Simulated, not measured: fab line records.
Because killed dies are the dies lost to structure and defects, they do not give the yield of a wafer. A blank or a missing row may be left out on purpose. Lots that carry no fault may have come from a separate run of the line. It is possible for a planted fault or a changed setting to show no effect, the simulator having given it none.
Matching of chambers    flow gf180mcu    4 sister chambers for GF_V1_CMP_04 on cmp-01
The step polishes SiO2. 14 wafers are shown with their chamber, then 7 later ones without.

== WAFERS PAIRED WITH THEIR CHAMBERS ==
wafer   chamber  motor-current-A (A)  retaining-ring-pressure-frac  time-to-endpoint-s (s)
L789.2  2        12.1                 1.002                         84
L789.3  0        9.8                  1.010                         78
L789.4  1        12.4                 1.003                         84
L790.2  1        12.6                 0.995                         76
L790.3  3        10.0                 1.002                         82
L790.5  1        13.4                 0.994                         85
L792.3  3        9.9                  0.999                         77
L792.5  3        9.7                  0.994                         83
L792.6  2        12.4                 0.998                         80
L793.3  1        12.6                 1.001                         82
L793.4  3        9.8                  0.995                         82
L793.5  0        9.9                  1.001                         82
L795.2  3        9.9                  0.996                         79
L795.3  0        9.8                  0.995                         78

SIGNATURES (averages over the wafers above)
reading                       chamber 0  chamber 1  chamber 2  chamber 3  scatter within a chamber
motor-current-A               9.833      12.750     12.250     9.860      0.263
retaining-ring-pressure-frac  1.00200    0.99825    1.00000    0.99720    0.00473
time-to-endpoint-s            79.33      81.75      82.00      80.60      3.04
Rule: for each reading, subtract the chamber's mean from the wafer's reading, divide by that reading's scatter and square the result; add these up over the readings and take the root, which gives the wafer's distance from the chamber. If the next closest chamber is less than 2 further off than the closest, the wafer can't be placed; otherwise it belongs to the closest. The scatter: take each reading less its chamber's mean, square it, sum over the shown wafers, divide by the number of wafers less the number of chambers, and take the root.

== WAFERS WITHOUT THEIR CHAMBER ==
wafer   motor-current-A (A)  retaining-ring-pressure-frac  time-to-endpoint-s (s)
L795.6  10.1                 1.002                         80
L797.2  12.5                 1.009                         73
L797.4  10.2                 0.990                         81
L797.6  13.5                 0.995                         86
L809.1  10.1                 0.990                         74
L809.2  10.1                 1.008                         73
L809.6  9.8                  0.999                         75

== WHICH CHAMBER EACH WENT THROUGH ==
wafer   from the rows above      in truth
L795.6  can't be placed: 0 or 3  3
L797.2  can't be placed: 2 or 1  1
L797.4  can't be placed: 3 or 0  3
L797.6  can't be placed: 1 or 2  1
L809.1  can't be placed: 3 or 0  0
L809.2  can't be placed: 0 or 3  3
L809.6  can't be placed: 0 or 3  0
Placed correctly: 0 of 7. From these rows, 7 cannot be placed; in 7 the true chamber is one of the candidates. Wrongly placed: 0.
